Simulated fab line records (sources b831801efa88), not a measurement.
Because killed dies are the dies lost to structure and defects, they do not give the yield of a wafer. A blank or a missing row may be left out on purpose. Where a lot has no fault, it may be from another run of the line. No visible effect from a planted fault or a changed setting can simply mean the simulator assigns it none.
Struck lot and sound lot, side by side / flow sky130 / 14 steps out of a route of 708
Sound: wafers L265.1, L265.2, L265.4. Wafers struck: L252.2, L252.4, L252.5. Last of all comes the cause.
Order at every step that has rows: each side's tool, ch and its chambers, its first start. Under that, the readings that differ: sound wafers / struck wafers / difference of the means / sigmas: that difference in standard deviations of wafers without a fault.
alike: readings whose means differ by less than 2 such deviations, and words and numbers that are the same on both sides. not compared: withheld readings, readings that some wafer has no value for, bounds like >300 that may hide the same value, and numbers for which the record gives no deviation and whose values overlap.
Wherever a step has rows on one side only, a row that says differs or no value, or a row with sigmas, the two part there. When numbers do not overlap yet have no deviation, they are printed without sigmas and do not part them. A reading missing from all wafers of one side parts the sides only when that side holds two or more wafers.

SKY_METAL3_SPUTTER_02: material AlCu, target thk 735 nm, time 39.1 s.
  sound on pvd-sputter-02 at day 42 09:43; struck on pvd-sputter-01 at day 38 20:26
  alike: throttle-valve-pct
SKY_METAL3_SPUTTER_03: material Ti, target thk 5 nm, time 3.3 s.
  sound on pvd-sputter-02 at day 42 09:46; struck on pvd-sputter-01 at day 38 20:29
  alike: throttle-valve-pct
SKY_METAL3_SPUTTER_04: material TiN, target thk 70 nm, time 58.3 s.
  sound on pvd-sputter-02 at day 42 09:47; struck on pvd-sputter-01 at day 38 20:30
  alike: throttle-valve-pct
SKY_CAPM_CVD_00: deposits SiO2, target thk 15.5 nm.
  sound on pecvd-03 ch 1,2, day 42 09:49; struck on pecvd-03 ch 0,1, day 38 20:33
  alike: heater-power-w
SKY_CAPM_THK_MEAS_01:
  sound on film-metro-03 at day 42 09:51; struck on film-metro-03 at day 38 20:35
  alike: CAPM_CVD_00_THK
SKY_CAPM_SPUTTER_02: material TiN, target thk 200 nm, time 166.7 s.
  sound on pvd-sputter-04 at day 42 09:55; struck on pvd-sputter-02 at day 38 20:38
  alike: throttle-valve-pct
SKY_CAPM_RS_MEAS_03: measurement is done with a four-point probe.
  sound on film-metro-02 at day 42 10:01; struck on film-metro-01 at day 38 20:46
  alike: CAPM_TIN_RS
SKY_CAPM_THK_MEAS_04: measures by xrf.
  sound on film-metro-02 at day 42 10:08; struck on film-metro-01 at day 38 20:52
  alike: CAPM_TIN_THK
then, 4 steps without rows for these wafers: SKY_CAPM_DEHYDRATE_05 (time 60 s); SKY_CAPM_HMDS_06 (prime time 60 s); SKY_CAPM_COAT_07 (resist thk 1140 nm); SKY_CAPM_SOFTBAKE_08 (time 60 s).
SKY_CAPM_EXPOSE_09: exposes mask CAPM, target cd 1000 nm.
  sound on iline-stepper-02 ch 0, day 42 23:43; struck on iline-stepper-01, day 39 08:53
  no value came back on the struck wafers for exposure-dose-mJ-cm2, focus-offset-nm (nm); on the sound wafers exposure-dose-mJ-cm2 reads 158.98 159.11 159.07
  alike: mask
then, 1 step without rows for these wafers: SKY_CAPM_PEB_10.

## WHERE THEY PART
Only at SKY_CAPM_EXPOSE_09, as far as this record shows.

WHY: the cause the simulator had injected
Step skipped in full: iline-stepper-01, at SKY_CAPM_EXPOSE_09, from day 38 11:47 onward. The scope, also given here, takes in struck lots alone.
